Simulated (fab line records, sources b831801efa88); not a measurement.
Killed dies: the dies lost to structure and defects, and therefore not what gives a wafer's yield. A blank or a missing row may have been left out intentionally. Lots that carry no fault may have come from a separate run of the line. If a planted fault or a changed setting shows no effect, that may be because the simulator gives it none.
Chamber matching -- flow gf180mcu -- hdpcvd-01 running GF_CONTACT_CVD_00: 3 sister chambers
The step deposits SiO2, target thk 300 nm, time 50 s. 6 wafers are shown with their chamber, then 8 later ones without.

== WAFERS PAIRED WITH THEIR CHAMBERS ==
wafer,chamber,susceptorTempC (C),sih4FlowSccm (sccm)
L294.6,2,400.01,60.13
L295.4,1,400.47,60.19
L298.1,1,400.37,59.94
L298.2,2,400.07,60.10
L298.3,0,400.47,60.23
L300.1,0,399.76,59.94

== WAFERS WITH NO CHAMBER GIVEN ==
wafer,susceptorTempC (C),sih4FlowSccm (sccm)
L300.3,399.98,60.30
L300.6,399.89,59.94
L302.2,400.47,60.08
L302.4,399.75,60.05
L302.5,399.85,59.52
L312.2,400.03,59.94
L312.3,400.09,60.20
L312.4,399.94,59.82

== EACH ONE'S CHAMBER ==
wafer,from the rows above,in truth
L300.3,can't be placed: 2 or 0 or 1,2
L300.6,can't be placed: 0 or 2 or 1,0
L302.2,can't be placed: 1 or 0 or 2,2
L302.4,can't be placed: 2 or 0 or 1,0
L302.5,can't be placed: 0 or 2 or 1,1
L312.2,can't be placed: 0 or 2 or 1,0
L312.3,can't be placed: 2 or 0 or 1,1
L312.4,can't be placed: 0 or 2 or 1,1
0 of 8 placed correctly. From these rows, 8 cannot be placed; in 8 the true chamber is one of the candidates. Wrongly placed: 0.
How it was worked out, from the rows above alone: a wafer's distance from a chamber is the root of the sum, over the readings, of the square of ((its reading less the chamber's mean) divided by the reading's scatter). The wafer belongs to the nearest chamber; if the next one is less than 2 further off, it can't be placed. Each chamber's mean is taken over the wafers shown for it. How the scatter is found: for the shown wafers, subtract from each reading the mean of its chamber, square and add these, divide the total by (wafers less chambers), then take the root.
